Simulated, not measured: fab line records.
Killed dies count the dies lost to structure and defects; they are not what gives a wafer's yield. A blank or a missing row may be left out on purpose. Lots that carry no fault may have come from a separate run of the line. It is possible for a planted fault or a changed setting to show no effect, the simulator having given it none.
The same fault as seen by 2 desks + flow sky130 + each desk holds nothing but its own numbers, with what lay behind them at the end

THE METROLOGY DESK
Means of the sampled wafers that have a number, per lot and without regard to the tool the lot ran on: this is what the gauges read. The brackets show how far a lot's mean lies from the usual mean; more than 4 standard deviations puts the lot out of limits, marked OUT.
Columns: A = CONTACT_HDPCVD_THK at SKY_CONTACT_THK_MEAS_03, usual 563 nm; B = VIA1_OVL at SKY_VIA1_OVL_MEAS_13, usual -5 nm
| lot  | first seen here | A   | B   |
|------|-----------------|-----|-----|
| L559 | day 30 09:11    | 558 | -2  |
| L560 | day 30 21:50    | 571 | 0   |
| L563 | day 32 09:43    | 561 | 3   |
| L564 | day 32 14:44    | 564 | -7  |
| L565 | day 33 03:27    | 559 | -3  |
| L567 | day 33 10:37    | 548 | -10 |
| L568 | day 33 12:50    | 549 | -12 |
| L570 | day 34 10:35    | 543 | -1  |
| L577 | day 36 07:55    | 563 | 0   |
| L580 | day 36 23:11    | 573 | -8  |
| L581 | day 37 16:22    | 569 | -9  |
| L582 | day 37 18:29    | 563 | 2   |
This desk found nothing out of limits on any of the 12 lots.

FOR THE TOOL OWNER'S DESK: hdpcvd-02
The tool's own readings at SKY_CONTACT_HDPCVD_02 (deposits SiO2, target thk 565 nm, time 94.2 s): means of the sampled wafers that have a number, for each lot that ran on this tool. The brackets show how far a lot's mean lies from the usual mean; more than 4 standard deviations puts the lot out of limits, marked OUT.
Columns: A = run-length-s at SKY_CONTACT_HDPCVD_02, usual 122.1 s
| lot  | first seen here | A                |
|------|-----------------|------------------|
| L560 | day 30 21:46    | 121.9            |
| L563 | day 32 09:39    | 121.9            |
| L564 | day 32 14:40    | 122.0            |
| L565 | day 33 03:22    | 122.0            |
| L567 | day 33 10:33    | 120.6            |
| L568 | day 33 12:44    | 120.4            |
| L570 | day 34 10:31    | 118.6 (-7.3) OUT |
| L581 | day 37 16:17    | 122.0            |
| L582 | day 37 18:25    | 122.0            |
Finding of this desk: L570 out of limits; the first was L570 at day 34 10:31, on run-length-s at SKY_CONTACT_HDPCVD_02. In limits: L560, L563, L564, L565, L567, L568, L581, L582.

ALL TOGETHER
The tool owner's desk had the chance to raise an alarm at day 34 10:31 on L570.
From the metrology desk's view, nothing was out of limits.
The metrology desk has L570 on record, within its limits.
Of the lots named, all ran SKY_CONTACT_HDPCVD_02 on hdpcvd-02.

WHAT THE SIMULATOR PUT IN
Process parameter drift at SKY_CONTACT_HDPCVD_02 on hdpcvd-02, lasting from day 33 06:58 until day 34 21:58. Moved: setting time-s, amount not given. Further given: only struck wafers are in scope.
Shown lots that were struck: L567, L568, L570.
Each desk's first reading out of limits, in hours after the fault started: the tool owner's desk, 28.
